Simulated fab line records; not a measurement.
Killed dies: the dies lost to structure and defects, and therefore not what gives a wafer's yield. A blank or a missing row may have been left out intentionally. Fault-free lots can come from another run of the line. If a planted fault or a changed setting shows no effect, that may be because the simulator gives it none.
Matching of chambers -- flow gf180mcu -- GF_MIM_CVD_05 on pecvd-02 has 3 sister chambers
The step deposits Si3N4, target thk 42 nm, time 29.086 s. 6 wafers are shown with their chamber, then 10 later ones without.

== WAFERS, EACH WITH ITS CHAMBER ==
wafer,chamber,heater_power_w (W),susceptor_temp_C (C)
L081.6,1,571,385.00
L085.1,2,680,385.10
L085.3,0,613,384.74
L085.6,1,559,385.19
L087.1,2,661,385.14
L087.5,0,513,384.94

== WAFERS MISSING THEIR CHAMBER ==
wafer,heater_power_w (W),susceptor_temp_C (C)
L087.6,651,385.06
L088.3,537,384.96
L088.4,644,384.68
L088.6,546,384.94
L089.1,567,385.28
L089.5,528,385.19
L089.6,675,385.13
L095.2,527,384.75
L095.5,686,385.27
L095.6,539,385.06

== THE CHAMBER EACH PASSED THROUGH ==
wafer,from the rows above,in truth
L087.6,can't be placed: 2 or 1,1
L088.3,can't be placed: 0 or 1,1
L088.4,can't be placed: 0 or 2 or 1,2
L088.6,can't be placed: 0 or 1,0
L089.1,can't be placed: 1 or 2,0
L089.5,can't be placed: 1 or 0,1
L089.6,2,2
L095.2,can't be placed: 0 or 1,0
L095.5,can't be placed: 2 or 1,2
L095.6,can't be placed: 1 or 0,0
Correct placement for 1 of the 10. These rows do not allow placing 9 (true chamber among the candidates in 8). Placed wrongly: 0.
How it was worked out, from the rows above alone: a wafer's distance from a chamber is the root of the sum, over the readings, of the square of ((its reading less the chamber's mean) divided by the reading's scatter). The wafer belongs to the nearest chamber; if the next one is less than 2 further off, it can't be placed. A chamber's mean is the mean of its shown wafers. The scatter: take each reading less its chamber's mean, square it, sum over the shown wafers, divide by the number of wafers less the number of chambers, and take the root.
